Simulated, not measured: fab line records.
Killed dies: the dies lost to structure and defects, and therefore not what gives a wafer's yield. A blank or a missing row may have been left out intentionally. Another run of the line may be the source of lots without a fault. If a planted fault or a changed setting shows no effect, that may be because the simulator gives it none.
fab line records    flow sky130
record lots=5  wafers=15  last-day=50
route steps=708 shown CONTACT@412 METAL1@434 PAD_OPEN@708
lots that met no fault: taken from a fault-free run of the same line
start-h: the number of hours between the record's first day and the start of the first shown wafer of the lot    wait-h: time in hours since the lot's previous step    " same as the row above    L1.1+2: a single row standing in for several wafers    - either no value or no given start    * or withheld: withheld    < > ~ a bound
route shown NAME@n: a module of which the file shows steps, and the number in the route of the first    usual: mean/standard deviation taken from wafers without a fault    same: alike in all rows    chamber/n: place in a boat    sites: per-site readings    _std_site: standard deviation across them    _edge_site: the outer-site mean with the inner-site mean subtracted    radius-mm: for every site, how far away it sits from the centre of the wafer    mask NAME#n: copy n    behind: the tool/chamber that last shaped the wafer    hold: why the lot was held/for how many hours/how that ended    device: transistor that didn't switch, given as n, p or np    end of line: tests of these same wafers at the route's end    step lacking rows: just its recipe    killed: at the first sort, the dies lost to defects and structure; wafer yield is something else    map: per-die view of a wafer (x killed, . not killed, _ where there is no die)
set.NAME: the setting as run; set.NAME@STEP: as run at that earlier step    model.NAME: the simulator's own value behind a step, which no gauge read
lots seen at some steps along the route; tables by step, rows by wafer
services: the hour from which a tool's chamber was out of use, counted from the record's first day as start-h (under 0 if before that day), plus the number of hours and why
## steps
# step SKY_CONTACT_DEHYDRATE_06
# recipe temp-c=200  time-s=60
# step SKY_CONTACT_HMDS_07
# recipe prime-time-s=60  prime-temp-c=120
# step SKY_CONTACT_COAT_08
# recipe resist=BARC  temp-c=withheld  time-s=withheld  spin-rpm=3000  resist-thk-nm=60
# step SKY_CONTACT_COAT_09
# recipe resist=KrF-thick  spin-rpm=3000  resist-thk-nm=450
# step SKY_CONTACT_SOFTBAKE_10
# recipe temp-c=100  time-s=90  resist=KrF-thick
# step SKY_CONTACT_EXPOSE_11
# recipe mask-id=CTM1  na=0.8  source-shape=annular  sigma-inner=0.55  sigma-outer=0.85  target-cd-nm=170  dose-mj=38
# step SKY_CONTACT_PEB_12
# recipe peb-temp-c=withheld  peb-time-s=withheld  resist=KrF-thick
# step SKY_CONTACT_DEVELOP_13
# recipe develop-time-s=60  resist=KrF-thick  dev-temp-c=21
# step SKY_CONTACT_CD_MEAS_14
# recipe target-cd-nm=170
# usual cd-nm=170.0/1.4
lot.wafer  tool       chamber  start-h  wait-h  cd-nm
L181.1     cd-sem-02  -        750.60   -       168.1
L181.5     "          -        "        "       167.3
L181.6     "          -        "        "       168.9
L183.1     cd-sem-01  -        777.68   -       169.6
L183.4     "          -        "        "       168.8
L183.6     "          -        "        "       168.8
L190.2     cd-sem-01  -        833.77   -       169.3
L190.4     "          -        "        "       169.7
L190.6     "          -        "        "       170.5
L191.2     cd-sem-01  -        837.87   -       169.6
L191.3     "          -        "        "       168.4
L191.5     "          -        "        "       168.4
L199.3     cd-sem-01  -        893.55   -       169.3
L199.4     "          -        "        "       169.3
L199.5     "          -        "        "       170.1
# step SKY_CONTACT_OVL_MEAS_15
# usual CONTACT_OVL=-1/4.9
lot.wafer  tool        chamber  start-h  wait-h  CONTACT_OVL[nm]
L181.1     overlay-02  -        750.72   0.1     2
L181.5     "           -        "        "       -4
L181.6     "           -        "        "       4
L183.1     overlay-01  -        777.80   0.1     0
L183.4     "           -        "        "       -9
L183.6     "           -        "        "       4
L190.2     overlay-02  -        833.87   0.1     2
L190.4     "           -        "        "       0
L190.6     "           -        "        "       1
L191.2     overlay-02  -        837.98   0.1     -4
L191.3     "           -        "        "       -3
L191.5     "           -        "        "       -7
L199.3     overlay-02  -        893.65   0.1     -7
L199.4     "           -        "        "       -2
L199.5     "           -        "        "       -2
# step SKY_CONTACT_ETCH_16
# recipe chemistry=N2/H2  target=BARC  ion-energy-ev=200  source-w=500  bias-w=100  pressure-mtorr=30  n2-flow-sccm=100  h2-flow-sccm=200  stop-on=SiO2  time-s=45.9  target-depth-a=600
# step SKY_CONTACT_ETCH_17
# recipe target=SiO2  chemistry=C4F8/O2/Ar  stop-on=Si3N4  mask-material=KrF-thick  source-w=1500  bias-w=1200  pressure-mtorr=40  c4f8-flow-sccm=withheld  O2_flow_sccm=6  Ar_flow_sccm=300  time-s=withheld  target-depth-a=3400
# step SKY_CONTACT_ETCH_18
# recipe target=Si3N4  chemistry=CHF3/O2  stop-on=TiN  source-w=600  bias-w=200  pressure-mtorr=40  chf3-flow-sccm=50  O2_flow_sccm=5  time-s=39  target-depth-a=750
# usual drypump-motor-current-A=5.7/0.46  oes-product-au=0.857/0.0084  throttle-valve-pct=8.794/0.0083
lot.wafer  tool         chamber  start-h  wait-h  drypump-motor-current-A  oes-product-au  rf-hours-counter-h  throttle-valve-pct
L181.1     rie-diel-04  3        750      -       5.8                      0.865           3                   8.804
L181.5     "            2        "        "       6.3                      0.866           -                   8.801
L181.6     "            1        "        "       6.3                      0.867           -                   8.790
L183.1     rie-diel-03  0        777      -       5.7                      0.863           9                   8.791
L183.4     "            3        "        "       4.7                      0.851           12                  8.798
L183.6     "            3        "        "       4.7                      0.861           -                   8.788
L190.2     rie-diel-03  1        833      -       5.5                      0.845           18                  8.785
L190.4     "            0        "        "       5.7                      0.854           11                  8.784
L190.6     "            2        834      -       5.7                      0.865           -                   8.789
L191.2     rie-diel-02  1        838      -       5.5                      0.855           7                   8.799
L191.3     "            2        "        "       5.3                      0.860           7                   8.794
L191.5     "            3        "        "       5.7                      0.857           -                   8.790
L199.3     rie-diel-02  0        893      -       6.3                      0.858           12                  8.799
L199.4     "            3        "        "       5.7                      0.860           7                   8.786
L199.5     "            1        "        "       5.6                      0.858           -                   8.803
# step SKY_CONTACT_STRIP_19
# recipe chemistry=O2/N2  power-w=1400  pressure-mtorr=1500  platen-temp-c=withheld  o2-flow-sccm=3000  n2-flow-sccm=300  overash-fraction=0.5
# step SKY_CONTACT_STRIP_20
# recipe chemistry=post-etch-residue-remover  time-s=1200  temp-c=72.5
# step SKY_CONTACT_CLEAN_21
# recipe chemistry=IPA  time-s=180  temp-c=25
# step SKY_CONTACT_CLEAN_22
# recipe chemistry=O3/DIW  dry=n2-spin
# step SKY_CONTACT_SPUTTER_23
# recipe material=TiN  target-thk-nm=20  chamber-pressure-pa=5  power-w=4000  time-s=80
# usual throttle-valve-pct=29.5/0.8
lot.wafer  tool            chamber  start-h  wait-h  throttle-valve-pct
L181.1     pvd-sputter-01  -        751.51   0.0     28.7
L181.5     "               -        "        "       28.5
L181.6     "               -        "        "       28.8
L183.1     pvd-sputter-01  -        778.57   0.0     28.8
L183.4     "               -        "        "       31.0
L183.6     "               -        "        "       28.7
L190.2     pvd-sputter-03  -        834.67   0.0     31.0
L190.4     "               -        "        "       29.5
L190.6     "               -        "        "       29.4
L191.2     pvd-sputter-03  -        838.74   0.0     29.6
L191.3     "               -        "        "       29.6
L191.5     "               -        "        "       29.8
L199.3     pvd-sputter-03  -        894.43   0.0     29.5
L199.4     "               -        "        "       29.8
L199.5     "               -        "        "       30.6
# step SKY_CONTACT_CVD_24
# recipe material=W  target-thk-nm=340  time-s=102.12  temp-c=400  pressure-torr=38.51
# step SKY_CONTACT_RS_MEAS_25
# recipe thk-meas-gauge=four-point-probe  reads=W_of_CONTACT_CVD_24+TiN_of_CONTACT_SPUTTER_23
# usual CONTACT_W_RS=0.345/0.007
lot.wafer  tool           chamber  start-h  wait-h  CONTACT_W_RS[ohm/sq]
L181.1     film-metro-03  -        751.69   0.1     0.349
L181.5     "              -        "        "       0.346
L181.6     "              -        "        "       0.335
L183.1     film-metro-01  -        778.74   0.1     0.349
L183.4     "              -        "        "       0.347
L183.6     "              -        "        "       0.354
L190.2     film-metro-03  -        834.87   0.1     0.352
L190.4     "              -        "        "       0.349
L190.6     "              -        "        "       0.351
L191.2     film-metro-01  -        838.93   0.1     0.335
L191.3     "              -        "        "       0.353
L191.5     "              -        "        "       0.341
L199.3     film-metro-03  -        894.64   0.1     0.344
L199.4     "              -        "        "       0.332
L199.5     "              -        "        "       0.332
# step SKY_CONTACT_THK_MEAS_26
# recipe thk-meas-gauge=xrf  reads=W_of_CONTACT_CVD_24
# usual CONTACT_W_THK=328/7.4
lot.wafer  tool           chamber  start-h  wait-h  CONTACT_W_THK[nm]
L181.1     film-metro-03  -        751.81   0.1     323
L181.5     "              -        "        "       328
L181.6     "              -        "        "       335
L183.1     film-metro-01  -        778.86   0.1     322
L183.4     "              -        "        "       323
L183.6     "              -        "        "       317
L190.2     film-metro-03  -        834.98   0.1     322
L190.4     "              -        "        "       324
L190.6     "              -        "        "       324
L191.2     film-metro-01  -        839.04   0.1     339
L191.3     "              -        "        "       323
L191.5     "              -        "        "       331
L199.3     film-metro-03  -        894.74   0.1     330
L199.4     "              -        "        "       344
L199.5     "              -        "        "       343
# step SKY_CONTACT_CMP_27
# recipe stop-on=SiO2  t-overpolish-s=15  down-force-psi=3.5  platen-rpm=60  target-thk-nm=0  pad-velocity-m-s=0.94248
# step SKY_METAL1_SPUTTER_00
# recipe material=Ti  target-thk-nm=15  power-w=3000  time-s=10  chamber-pressure-pa=0.4
# step SKY_METAL1_SPUTTER_01
# recipe material=TiN  target-thk-nm=20  power-w=6500  time-s=16.7  chamber-pressure-pa=0.4
# usual throttle-valve-pct=29.9/0.83
lot.wafer  tool            chamber  start-h  wait-h  throttle-valve-pct
L181.1     pvd-sputter-02  -        752.19   0.0     30.4
L181.5     "               -        "        "       30.2
L181.6     "               -        "        "       30.4
L183.1     pvd-sputter-03  -        779.24   0.0     30.9
L183.4     "               -        "        "       29.0
L183.6     "               -        "        "       29.7
L190.2     pvd-sputter-02  -        835.35   0.0     30.3
L190.4     "               -        "        "       30.5
L190.6     "               -        "        "       30.5
L191.2     pvd-sputter-03  -        839.41   0.0     31.0
L191.3     "               -        "        "       29.7
L191.5     "               -        "        "       29.9
L199.3     pvd-sputter-01  -        895.13   0.0     28.9
L199.4     "               -        "        "       29.0
L199.5     "               -        "        "       30.9
# step SKY_METAL1_SPUTTER_02
# recipe material=AlCu  target-thk-nm=250  power-w=10600  time-s=13.3  chamber-pressure-pa=0.4
# step SKY_METAL1_SPUTTER_03
# recipe material=Ti  target-thk-nm=5  power-w=3000  time-s=3.3  chamber-pressure-pa=0.4
# usual throttle-valve-pct=29.9/0.84
lot.wafer  tool            chamber  start-h  wait-h  throttle-valve-pct
L181.1     pvd-sputter-02  -        752.24   0.0     30.3
L181.5     "               -        "        "       30.2
L181.6     "               -        "        "       30.5
L183.1     pvd-sputter-03  -        779.29   0.0     30.8
L183.4     "               -        "        "       29.1
L183.6     "               -        "        "       29.7
L190.2     pvd-sputter-02  -        835.40   0.0     30.1
L190.4     "               -        "        "       30.7
L190.6     "               -        "        "       30.5
L191.2     pvd-sputter-03  -        839.46   0.0     30.9
L191.3     "               -        "        "       29.7
L191.5     "               -        "        "       29.5
L199.3     pvd-sputter-01  -        895.18   0.0     29.1
L199.4     "               -        "        "       28.9
L199.5     "               -        "        "       30.9
# step SKY_METAL1_SPUTTER_04
# recipe material=TiN  target-thk-nm=70  power-w=6500  time-s=58.3  chamber-pressure-pa=0.4
# usual throttle-valve-pct=29.9/0.86
lot.wafer  tool            chamber  start-h  wait-h  throttle-valve-pct
L181.1     pvd-sputter-02  -        752.26   0.0     30.3
L181.5     "               -        "        "       29.9
L181.6     "               -        "        "       30.5
L183.1     pvd-sputter-03  -        779.31   0.0     30.9
L183.4     "               -        "        "       29.1
L183.6     "               -        "        "       29.6
L190.2     pvd-sputter-02  -        835.42   0.0     30.2
L190.4     "               -        "        "       30.3
L190.6     "               -        "        "       30.5
L191.2     pvd-sputter-03  -        839.48   0.0     31.2
L191.3     "               -        "        "       29.8
L191.5     "               -        "        "       29.9
L199.3     pvd-sputter-01  -        895.20   0.0     28.6
L199.4     "               -        "        "       28.9
L199.5     "               -        "        "       30.7
# step SKY_METAL1_RS_MEAS_05
# recipe thk-meas-gauge=four-point-probe  reads=TiN_of_METAL1_SPUTTER_04+Ti_of_METAL1_SPUTTER_03+AlCu_of_METAL1_SPUTTER_02+TiN_of_METAL1_SPUTTER_01+Ti_of_METAL1_SPUTTER_00
# usual METAL1_ALCU_RS=0.1275/0.0023
lot.wafer  tool           chamber  start-h  wait-h  METAL1_ALCU_RS[ohm/sq]
L181.1     film-metro-02  -        752.31   0.0     0.1286
L181.5     "              -        "        "       0.1256
L181.6     "              -        "        "       0.1285
L183.1     film-metro-04  -        779.36   0.0     0.1271
L183.4     "              -        "        "       0.1261
L183.6     "              -        "        "       0.1254
L190.2     film-metro-02  -        835.48   0.0     0.1260
L190.4     "              -        "        "       0.1281
L190.6     "              -        "        "       0.1279
L191.2     film-metro-02  -        839.55   0.0     0.1262
L191.3     "              -        "        "       0.1263
L191.5     "              -        "        "       0.1260
L199.3     film-metro-01  -        895.29   0.1     0.1313
L199.4     "              -        "        "       0.1311
L199.5     "              -        "        "       0.1268
# step SKY_METAL1_THK_MEAS_06
# recipe thk-meas-gauge=xrf  reads=AlCu_of_METAL1_SPUTTER_02
# usual METAL1_ALCU_THK=252/3.9
lot.wafer  tool           chamber  start-h  wait-h  METAL1_ALCU_THK[nm]
L181.1     film-metro-02  -        752.43   0.1     249
L181.5     "              -        "        "       255
L181.6     "              -        "        "       249
L183.1     film-metro-04  -        779.48   0.1     253
L183.4     "              -        "        "       252
L183.6     "              -        "        "       255
L190.2     film-metro-02  -        835.59   0.1     254
L190.4     "              -        "        "       251
L190.6     "              -        "        "       250
L191.2     film-metro-02  -        839.66   0.1     256
L191.3     "              -        "        "       255
L191.5     "              -        "        "       254
L199.3     film-metro-01  -        895.39   0.1     246
L199.4     "              -        "        "       244
L199.5     "              -        "        "       254
# step SKY_METAL1_DEHYDRATE_07
# recipe temp-c=200  time-s=60
# step SKY_METAL1_HMDS_08
# recipe prime-time-s=60  prime-temp-c=120
# step SKY_METAL1_COAT_09
# recipe resist=BARC  temp-c=withheld  time-s=withheld  spin-rpm=3000  resist-thk-nm=60
# step SKY_METAL1_COAT_10
# recipe resist=KrF-thick  spin-rpm=3000  resist-thk-nm=450
# step SKY_METAL1_SOFTBAKE_11
# recipe temp-c=100  time-s=90  resist=KrF-thick
# step SKY_METAL1_EXPOSE_12
# recipe mask-id=MM1  na=0.8  source-shape=annular  sigma-inner=0.55  sigma-outer=0.85  target-cd-nm=140  dose-mj=28
# step SKY_METAL1_PEB_13
# recipe peb-temp-c=withheld  peb-time-s=withheld  resist=KrF-thick
# step SKY_METAL1_DEVELOP_14
# recipe develop-time-s=60  resist=KrF-thick  dev-temp-c=20.07
# step SKY_METAL1_CD_MEAS_15
# recipe target-cd-nm=140
# usual cd-nm=140.3/1.5
lot.wafer  tool       chamber  start-h  wait-h  cd-nm
L181.1     cd-sem-02  -        780.80   -       139.0
L181.5     "          -        "        "       140.8
L181.6     "          -        "        "       139.5
L183.1     cd-sem-01  -        806.20   -       140.2
L183.4     "          -        "        "       138.5
L183.6     "          -        "        "       139.8
L190.2     cd-sem-02  -        861.60   -       140.2
L190.4     "          -        "        "       139.9
L190.6     "          -        "        "       138.5
L191.2     cd-sem-02  -        865.75   -       142.4
L191.3     "          -        "        "       141.8
L191.5     "          -        "        "       141.3
L199.3     cd-sem-02  -        920.94   -       138.5
L199.4     "          -        "        "       139.3
L199.5     "          -        "        "       138.2
# step SKY_METAL1_OVL_MEAS_16
# usual METAL1_OVL=3/5.6
lot.wafer  tool        chamber  start-h  wait-h  METAL1_OVL[nm]
L181.1     overlay-01  -        780.92   0.1     1
L181.5     "           -        "        "       -12
L181.6     "           -        "        "       2
L183.1     overlay-02  -        806.32   0.1     -6
L183.4     "           -        "        "       7
L183.6     "           -        "        "       6
L190.2     overlay-01  -        861.70   0.1     -7
L190.4     "           -        "        "       0
L190.6     "           -        "        "       2
L191.2     overlay-02  -        865.86   0.1     -1
L191.3     "           -        "        "       7
L191.5     "           -        "        "       2
L199.3     overlay-01  -        921.03   0.1     10
L199.4     "           -        "        "       0
L199.5     "           -        "        "       5
# step SKY_METAL1_DESCUM_17
# recipe chemistry=O2  source-power-w=150  bias-power-w=0  pressure-mtorr=10  temp-c=40  time-s=8
# step SKY_METAL1_ETCH_18
# recipe chemistry=N2/H2  target=BARC  ion-energy-ev=200  bias-w=100  pressure-mtorr=30  n2-flow-sccm=100  h2-flow-sccm=200  icp-w=500  stop-on=SiO2  time-s=45.9  target-depth-a=600
# step SKY_METAL1_METAL_ETCH_19
# recipe target-depth-a=3600  stop-on=SiO2  over-etch-frac=0.3  time-s=78  chemistry=Cl2/BCl3  resist-sidewall-deg=88  pressure-mtorr=10  icp-w=900  bias-w=48.5  Cl2_flow_sccm=60  bcl3-flow-sccm=30
# usual drypump-motor-current-A=6.00/0.29  oes-product-au=0.852/0.0075  throttle-valve-pct=22.266/0.0088
lot.wafer  tool          chamber  start-h  wait-h  drypump-motor-current-A  oes-product-au  rf-hours-counter-h  throttle-valve-pct
L181.1     rie-metal-02  0        781.05   0.0     6.60                     0.845           16                  22.268
L181.5     "             1        "        "       5.79                     0.854           -                   22.275
L181.6     "             0        "        "       6.61                     0.850           -                   22.265
L183.1     rie-metal-01  0        806.45   0.0     6.00                     0.854           9                   22.257
L183.4     "             1        "        "       5.98                     0.846           -                   22.280
L183.6     "             0        "        "       6.01                     0.859           -                   22.271
L190.2     rie-metal-02  0        861.83   0.0     6.59                     0.846           1                   22.257
L190.4     "             1        "        "       5.81                     0.857           -                   22.263
L190.6     "             0        "        "       6.58                     0.849           -                   22.261
L191.2     rie-metal-01  0        866.11   0.1     6.02                     0.854           -                   22.251
L191.3     "             0        "        "       6.00                     0.855           -                   22.268
L191.5     "             0        "        "       6.02                     0.859           -                   22.250
L199.3     rie-metal-03  0        921.18   0.1     5.60                     0.842           -                   22.261
L199.4     "             1        "        "       6.15                     0.838           -                   22.249
L199.5     "             1        "        "       6.19                     0.855           -                   22.264
# step SKY_PAD_OPEN_PROBE_99
# usual killed_at_M0_to_M3=43/7.5  killed_at_M4_up=3.2/1.9  killed-at-contacts=24/4.9  killed-at-front-end=15/4.3  killed-at-other=0.4/0.72  killed-dies=86/9.1  killed-on-rim=17/3.8  killed-open=47/6.5  killed-short=39/6.5
# same gross-dies=492  killed-at-back-side=0
lot.wafer  tool       chamber  start-h  wait-h  killed_at_M0_to_M3  killed_at_M4_up  killed-at-contacts  killed-at-front-end  killed-at-other  killed-dies  killed-on-rim  killed-open  killed-short
L183.1     prober-01  -        1113.11  0.1     47                  6                18                  20                   1                92           15             49           41
L183.4     prober-01  -        1113.26  0.2     48                  2                25                  17                   3                95           21             48           47
L183.6     prober-01  -        1113.36  0.2     55                  4                22                  15                   0                96           11             45           51
L191.2     prober-01  -        1155.61  0.1     28                  3                28                  19                   0                78           19             43           33
L191.3     prober-01  -        1155.66  0.2     37                  6                26                  13                   0                82           22             40           40
L191.5     prober-01  -        1155.76  0.2     42                  2                18                  7                    0                69           16             41           28
L199.3     prober-02  -        1192.71  0.2     32                  3                86                  16                   0                137          22             40           32
# killed by level:class
L183.1 CONTACT:geometric-particle:open=10 VIA1:geometric-particle:open=8 VIA3:geometric-particle:open=7 FIELD_ISO:geometric-particle:open=6 VIA2:geometric-particle:open=6 VIA3:geometric-particle:short=5 METAL3:geometric-particle:short=5 FIELD_ISO:geometric-particle:short=4
L183.4 VIA1:geometric-particle:open=10 VIA2:geometric-particle:open=9 CONTACT:geometric-particle:open=8 METAL1:geometric-particle:short=8 FIELD_ISO:geometric-particle:short=6 LI_CONTACT:geometric-particle:open=6 FIELD_ISO:geometric-particle:open=5 VIA3:geometric-particle:open=5
L183.6 CONTACT:geometric-particle:open=11 VIA1:geometric-particle:open=9 FIELD_ISO:geometric-particle:short=8 VIA2:geometric-particle:open=8 VIA3:geometric-particle:open=8 METAL1:geometric-particle:short=7 METAL2:geometric-particle:short=6 VIA1:geometric-particle:short=6
L191.2 CONTACT:geometric-particle:open=12 FIELD_ISO:geometric-particle:open=10 VIA2:geometric-particle:open=6 VIA3:geometric-particle:open=6 METAL1:geometric-particle:short=5 LI_CONTACT:geometric-particle:open=4 LOCAL_INTERCONNECT:geometric-particle:short=4 CONTACT:geometric-particle:short=4
L191.3 CONTACT:geometric-particle:open=8 VIA2:geometric-particle:open=7 METAL1:geometric-particle:short=5 VIA1:geometric-particle:open=5 VIA3:geometric-particle:open=5 METAL4:geometric-particle:short=5 FIELD_ISO:geometric-particle:open=4 LI_CONTACT:geometric-particle:short=4
L191.5 VIA1:geometric-particle:open=11 METAL1:geometric-particle:short=10 CONTACT:geometric-particle:open=9 VIA3:geometric-particle:open=8 LI_CONTACT:geometric-particle:open=5 VIA2:geometric-particle:open=5 FIELD_ISO:geometric-particle:short=3 VIA1:geometric-particle:short=3
L199.3 CONTACT:unspecified=65 VIA2:geometric-particle:open=7 VIA3:geometric-particle:open=6 CONTACT:geometric-particle:open=5 LOCAL_INTERCONNECT:geometric-particle:short=5 CONTACT:geometric-particle:short=5 POLY_GATE:geometric-particle:open=4 LI_CONTACT:geometric-particle:open=4
# map L199.3 (x killed, . not)
__________x........._________
________..x..........._______
______x..x......x....x.x_____
_____.................x..____
____...xx..x....x.........___
___....x...x...x...........__
__..x.....x....x......x....._
_.....x......x..........x....
_..x....xx....x.......x.xx...
_...xx........x...x...xx.....
_.......x....xx.........x....
_.....x....x............x.x..
_.........x...xx......x......
_.........x......x...x.....xx
_x....x..x.....xxxx.xx......x
__............xxxxxxxx..x..x_
___...xx....x.xxxxxxx.x...x__
____........xxxxxxxxxxx...___
_____x.x....xxxxxxxxxxxx.____
______....xxxxxxxxxxx..x_____
________....xxxxxxxxxx_______
__________....xxxxxx_________
# map L191.3 (x killed, . not)
__________..xx..xxx._________
________....x...x....x_______
______x..x.x............_____
_____x..x...............x____
____.x...............xx...___
___..x......x..............__
__.x..x.x.x.x...........x..._
_....x...........x..x.......x
_...............x............
_.........xx....xx.....x.....
_x.x....x..x................x
_....x.x..x........x........x
_x..xx.x....x.............x..
_....xx..x.................x.
_........x....x.....x........
__xx..x....x.....xx......x.._
___.................x.xx...__
____x.x....x..............___
_____................x...____
______.....x.xxx.x......_____
________......x...xx.._______
__________x........x_________
## services
tool            chamber  start-h  hours  kind
rie-diel-02     1        748.85   5.5    repair
pvd-sputter-03  -        763.70   1.2    repair
rie-diel-03     -        788.36   0.8    repair
rie-metal-02    0        789.56   16.0   repair
rie-metal-03    -        797.70   2.8    pm
pvd-sputter-03  2        802.01   -      consumable-replace:kit
pvd-sputter-03  2        802.01   18.0   scheduled-down
pvd-sputter-03  2        802.01   18.0   vent-cycle
rie-diel-02     -        816.25   2.8    pm
rie-diel-03     -        823.17   0.4    repair
rie-metal-01    1        830.82   42.2   repair
rie-diel-03     -        839.87   14.6   pm
rie-diel-03     2        859.31   33.5   repair
rie-diel-03     0        881.14   4.0    repair
rie-diel-03     3        881.38   5.7    repair
rie-diel-04     -        890.00   14.6   pm
rie-metal-01    1        902.56   12.2   repair
rie-diel-04     3        906.95   4.3    repair
rie-diel-02     0        908.17   13.9   repair
pvd-sputter-01  0        910.55   -      consumable-replace:kit
pvd-sputter-01  0        910.55   18.0   scheduled-down
pvd-sputter-02  0        920.13   -      consumable-replace:kit
pvd-sputter-02  0        920.13   18.0   scheduled-down
pvd-sputter-02  0        920.13   18.0   vent-cycle
## key
first-sign step=SKY_PAD_OPEN_PROBE_99  reading=killed-at-contacts  direction=up  sigmas=12  usual=24  struck=86
effect step=SKY_PAD_OPEN_PROBE_99  reading=killed-dies  direction=up  sigmas=5.5  usual=86  struck=137
met-at SKY_CONTACT_ETCH_18
struck-wafers L199.3
tester-left-out L199
fault kind=chamber-particle-source  tool=rie-diel-02  chamber=0  onset-h=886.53  steps=SKY_CONTACT_ETCH_18  rate-per-visit-cm2=2.2135  end-h=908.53
# tester-left-out: of these lots the tester's yield and bins aren't shown, on N5 and GAA mostly nor the transistor test; their killed dies are dies lost to structure and defects alone, not to doping, threshold or leakage, so they don't give the yield
